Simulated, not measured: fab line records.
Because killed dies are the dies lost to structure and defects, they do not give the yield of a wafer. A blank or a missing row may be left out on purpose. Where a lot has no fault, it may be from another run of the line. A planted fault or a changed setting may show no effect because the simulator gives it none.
Matching of chambers | flow gf180mcu | cmp-02 running GF_V2_CMP_04: 4 sister chambers
The step polishes SiO2. 4 wafers are shown with their chamber, then 12 later ones without.

== WAFERS WITH THEIR CHAMBER ==
wafer  | chamber | motor_current_A (A)
L083.3 | 1       | 11.5
L086.6 | 2       | 10.2
L087.5 | 3       | 13.6
L087.6 | 0       | 13.0

== WAFERS WITH NO CHAMBER GIVEN ==
wafer  | motor_current_A (A)
L092.4 | 13.7
L092.5 | 13.0
L092.6 | 12.9
L092.1 | 14.3
L092.2 | 12.0
L092.3 | 10.5
L093.1 | 13.1
L093.2 | 10.4
L093.6 | 10.1
L096.1 | 10.3
L096.2 | 12.1
L096.3 | 13.1

== THE CHAMBER EACH PASSED THROUGH ==
wafer  | from the rows above     | in truth
L092.4 | can't be placed: 3 or 0 | 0
L092.5 | can't be placed: 0 or 3 | 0
L092.6 | can't be placed: 0 or 3 | 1
L092.1 | can't be placed: 3 or 0 | 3
L092.2 | can't be placed: 1 or 0 | 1
L092.3 | 2                       | 2
L093.1 | can't be placed: 0 or 3 | 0
L093.2 | 2                       | 2
L093.6 | 2                       | 2
L096.1 | 2                       | 2
L096.2 | can't be placed: 1 or 0 | 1
L096.3 | can't be placed: 0 or 3 | 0
Correctly placed: 4 of 12. Unplaceable from these rows: 8, with the true chamber sitting among the candidates in 7. Placed wrongly: 0.
How it was worked out, from the rows above alone: a wafer's distance from a chamber is the root of the sum, over the readings, of the square of ((its reading less the chamber's mean) divided by the reading's scatter). If the next closest chamber is less than 2 further off than the closest, the wafer can't be placed; otherwise it belongs to the closest. The mean given for a chamber averages the wafers shown for that chamber. The scatter (one wafer shown for each chamber): square how far every hidden wafer sits from the nearest shown wafer, average those squares and take the square root.
